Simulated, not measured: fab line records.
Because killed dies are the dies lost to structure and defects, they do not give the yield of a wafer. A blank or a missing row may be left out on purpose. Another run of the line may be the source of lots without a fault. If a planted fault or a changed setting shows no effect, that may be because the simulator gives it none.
Split-lot study    flow sfq_line    route with 325 steps; 5 lots, 23 wafers read

SPLIT DETAILS
At SFQ_TRILAYER_M7_LITHO_EXPOSE_178 (exposes mask M7, target cd 500 nm), the setting dose_mj was moved away from the recipe's 14.4 on 10 of the 23 wafers read, by -2.2% to +5.1%. For the rest of the wafers, this setting stayed at what the recipe calls for.

FROM THE SPLIT TO THE READING: what the file shows between them, 3 steps
- SFQ_TRILAYER_M7_LITHO_PEB_180: peb time 60 s
- SFQ_TRILAYER_M7_LITHO_DEVELOP_179: time 60 s
- SFQ_TRILAYER_M7_BARC_OPEN_METAL_ETCH_229: etches BARC in O2, target depth 125 nm, time 41.7 s

THE READING
M7.cd_nm (the simulator's own value, which no gauge read), in nm, at SFQ_TRILAYER_M7_ETCH_METAL_ETCH_180 (etches Nb in Cl2/Ar, stops on SiO2, target depth 240 nm, time 120 s). No usual value for it is given in the file. Across the 13 wafers here that went through the recipe, the average is 500.4 nm and the standard deviation 1.2 nm.

wafer   tool, chamber at the split  dose_mj as run  against the recipe  M7.cd_nm, nm  against lot-mates on the recipe
L076.1  krf_scanner-02, 0           15              +4.2%               490.3         -8.8
L076.2  krf_scanner-02, 0           14.4            recipe              499.6         -
L076.3  krf_scanner-02, 0           15              +4.2%               493.3         -5.8
L076.4  krf_scanner-02, 0           14.4            recipe              498.7         -
L076.6  krf_scanner-02, 0           15              +4.2%               490.9         -8.2
L078.1  krf_scanner-02, 0           14.4            recipe              500.7         -
L078.2  krf_scanner-02, 0           15.14           +5.1%               491.5         -8.8
L078.4  krf_scanner-02, 0           14.4            recipe              499.1         -
L078.5  krf_scanner-02, 0           15.14           +5.1%               491           -9.3
L078.6  krf_scanner-02, 0           14.4            recipe              501           -
L079.2  krf_scanner-02, 0           14.4            recipe              499.6         -
L079.3  krf_scanner-02, 0           14.4            recipe              499.4         -
L079.4  krf_scanner-02, 0           14.4            recipe              503.1         -
L079.5  krf_scanner-02, 0           15.12           +5.0%               496.3         -4.4
L079.6  krf_scanner-02, 0           15.12           +5.0%               491           -9.7
L080.3  krf_scanner-02, 0           14.4            recipe              500.9         -
L080.5  krf_scanner-02, 0           14.4            recipe              500.5         -
L080.6  krf_scanner-02, 0           14.4            recipe              501.7         -
L084.1  krf_scanner-02, 0           14.4            recipe              501.4         -
L084.2  krf_scanner-02, 0           14.08           -2.2%               505.7         +5.4
L084.3  krf_scanner-02, 0           14.08           -2.2%               505.6         +5.3
L084.5  krf_scanner-02, 0           14.4            recipe              499.2         -
L084.6  krf_scanner-02, 0           14.08           -2.2%               506.6         +6.3

FIT RESULTS
A straight line over all 23 wafers: M7.cd_nm changes by -1.87 nm for each +1% of dose_mj; r = -0.94; the points scatter about the line by 1.7 nm.
The same after taking each lot's own level away (the mean of its wafers on the recipe; 23 wafers): -1.81 nm for each +1%; r = -0.95; scatter 1.5 nm.
According to that fit, moving dose_mj by its largest amount changes the reading by 9.3 nm.
The lots' own levels span 499.15 to 501.03 nm, that is 1.6 times the standard deviation above.
Consequently the slope shifts little with the lot-to-lot level, the two slopes agreeing.
Check: with one of the wafers moved furthest among these (+5.1%) left out of the fit, the line predicts -8.92 nm for it against its lot-mates. It came out at -8.77 nm against them.

OTHER SPLITS APPLIED TO THESE WAFERS
Before the reading, these wafers also passed through other splits. Each is held against what the fit with the lots' levels taken away leaves over:
other split on the same wafers                         wafers away from the commonest value  r with M7.cd_nm (lot level and that fit taken away)
SFQ_TRILAYER_JJ_CE_LITHO_EXPOSE_115 dose_mj            5                                     -0.11
SFQ_TRILAYER_M5_LITHO_COAT_128 spin_rpm                6                                     -0.06
SFQ_TRILAYER_M5_ETCH_METAL_ETCH_126 time_s             6                                     -0.39
SFQ_TRILAYER_R5_LITHO_COAT_141 spin_rpm                8                                     -0.13
SFQ_TRILAYER_R5_BARC_OPEN_METAL_ETCH_177 time_s        7                                     -0.13
SFQ_TRILAYER_I5_LITHO_COAT_149 resist_thk_nm           6                                     +0.04
SFQ_TRILAYER_I5_BARC_OPEN_VIA_ETCH_200 pressure_mtorr  10                                    +0.02
SFQ_TRILAYER_C5_LITHO_COAT_156 spin_rpm                12                                    -0.55
SFQ_TRILAYER_M6_ETCH_METAL_ETCH_162 icp_w              9                                     -0.17
SFQ_TRILAYER_M7_DEP_SPUTTER_175 power_w                5                                     -0.32

THE WHOLE CHAIN: every reading that the file lists as answering this split, in the file's order
step                                      what it does                                                         reading                                                    change (the file's fit)               r (the file's)
SFQ_TRILAYER_M7_BARC_OPEN_METAL_ETCH_229  etches BARC in O2, target depth 125 nm, time 41.7 s                  M7.cd_nm (the simulator's own value, which no gauge read)  -1.61 nm for each +1% of the setting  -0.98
SFQ_TRILAYER_M7_ETCH_METAL_ETCH_180       etches Nb in Cl2/Ar, stops on SiO2, target depth 240 nm, time 120 s  M7.cd_nm (the simulator's own value, which no gauge read)  -1.71 nm for each +1% of the setting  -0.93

THE FILE'S OWN FIT
M7.cd_nm changes by -1.71 nm for each +1% of dose_mj, r = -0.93.
